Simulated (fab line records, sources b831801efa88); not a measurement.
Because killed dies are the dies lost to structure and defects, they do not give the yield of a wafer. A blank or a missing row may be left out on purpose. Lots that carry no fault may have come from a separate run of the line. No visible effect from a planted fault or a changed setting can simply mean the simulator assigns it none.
The tool behind it: which one? / flow sky130 / 21 wafers sampled from 7 lots at 1 step of a route of 708

WHAT THE GAUGES SHOWED, per wafer
SKY_METAL4_OVL_MEAS_14.
lot=L477; measured=day 41 18:18; on=overlay-01; METAL4_OVL (nm)=2 -2 2
lot=L480; measured=day 43 04:32; on=overlay-02; METAL4_OVL (nm)=1 -5 -4
lot=L484; measured=day 44 02:09; on=overlay-02; METAL4_OVL (nm)=6 7 -2
lot=L486; measured=day 44 09:47; on=overlay-01; METAL4_OVL (nm)=-2 -7 -3
lot=L488; measured=day 45 01:30; on=overlay-01; METAL4_OVL (nm)=-9 -2 -2
lot=L496; measured=day 47 02:57; on=overlay-02; METAL4_OVL (nm)=3 7 7
lot=L499; measured=day 48 00:02; on=overlay-01; METAL4_OVL (nm)=-7 -7 -5

WHICH TOOL RAN EACH LOT (tool, then ch and the chambers of the sampled wafers, then the start)
Before these readings, the record contains no process step.

THE ANSWER, worked out from the rows above alone
Rule: the usual values come from the lots themselves. The widest of any qualifying gaps counts: lots, ordered by their means at a reading, are off when they make up no more than a third of the lots, leave a main group of 4 or more, and stand apart from it by 3 or more times the standard deviation of that group's means. The tables above print the reading to a certain number of digits; a main group whose means all agree to those digits is not used. Also off: a lot with no number at a reading for which 4 or more lots have one. The other lots that the step has rows for count as sound.
Nothing can be told from this: no lot is off at any reading shown.

WHAT THE SIMULATOR HAD PUT IN
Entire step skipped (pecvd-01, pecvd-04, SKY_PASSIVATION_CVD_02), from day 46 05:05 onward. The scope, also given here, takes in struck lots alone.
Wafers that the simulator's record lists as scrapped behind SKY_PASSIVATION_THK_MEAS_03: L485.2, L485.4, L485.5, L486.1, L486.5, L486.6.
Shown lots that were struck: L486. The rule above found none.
